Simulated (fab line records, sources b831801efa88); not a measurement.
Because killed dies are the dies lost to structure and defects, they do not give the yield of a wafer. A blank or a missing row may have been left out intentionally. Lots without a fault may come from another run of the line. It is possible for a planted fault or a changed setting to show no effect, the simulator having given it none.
Which of the tools did it? ; flow gf180mcu ; 7 lots with 21 wafers sampled at 4 steps, on a route of 602 steps

WHAT THE GAUGES READ, wafer by wafer
GF_TOP_METAL_OVL_MEAS_15.
lot;measured;on;TOP_METAL_OVL (nm)
L208;day 28 10:16;overlay-01;1.3 1.6 0.5
L211;day 29 12:38;overlay-02;-2.0 1.1 0.4
L215;day 30 19:09;overlay-02;2.9 1.0 0.2
L222;day 32 16:13;overlay-01;1.6 2.9 2.0
L225;day 33 08:53;overlay-02;1.5 -0.7 3.1
L228;day 33 23:41;overlay-02;2.5 0.9 1.3
L230;day 34 08:13;overlay-01;0.1 -0.2 0.6

EACH LOT AND THE TOOL THAT RAN IT (in order: tool; ch and the chambers of the sampled wafers; start)
lot;GF_CONTACT_CVD_02;GF_TOP_METAL_SPUTTER_00;GF_TOP_METAL_SPUTTER_04
L208;pecvd-03 ch 0,1,2, day 15 12:14;pvd sputter-02, day 27 13:47;pvd sputter-02, day 27 13:59
L211;pecvd-03 ch 0,1, day 16 17:04;pvd sputter-03, day 28 16:24;pvd sputter-03, day 28 16:35
L215;pecvd-03 ch 0,1, day 18 06:35;pvd sputter-02, day 29 23:41;pvd sputter-02, day 29 23:53
L222;pecvd-02 ch 0,1,2, day 20 18:19;pvd sputter-04, day 31 22:51;pvd sputter-04, day 31 23:02
L225;pecvd-03 ch 1,2, day 21 18:13;pvd sputter-02, day 32 16:38;pvd sputter-02, day 32 16:49
L228;pecvd-03 ch 0,2, day 22 16:36;pvd sputter-02, day 33 07:39;pvd sputter-02, day 33 07:50
L230;pecvd-04 ch 0,2, day 23 07:59;pvd sputter-04, day 33 16:55;pvd sputter-04, day 33 17:06
- GF_CONTACT_CVD_02: deposits SiO2 from TEOS, target thk 860 nm, time 95.992 s.
- GF_TOP_METAL_SPUTTER_00: material Ti, target thk 37.5 nm, time 150 s.
- GF_TOP_METAL_SPUTTER_04: material TiN, target thk 25 nm, time 20.8 s.

THE ANSWER, worked out from the rows above alone
Rule: what is usual is taken from the lots themselves. The widest of any qualifying gaps counts: lots, ordered by their means at a reading, are off when they make up no more than a third of the lots, leave a main group of 4 or more, and stand apart from it by 3 or more times the standard deviation of that group's means. A main group is skipped when, at the precision printed for the reading in the tables above, its means are all equal. A lot without any number at a reading at which 4 lots or more have one is off too. The other lots that the step has rows for count as sound.
None of the lots is off at any reading shown; this tells nothing.

WHAT THE SIMULATOR HAD PUT IN
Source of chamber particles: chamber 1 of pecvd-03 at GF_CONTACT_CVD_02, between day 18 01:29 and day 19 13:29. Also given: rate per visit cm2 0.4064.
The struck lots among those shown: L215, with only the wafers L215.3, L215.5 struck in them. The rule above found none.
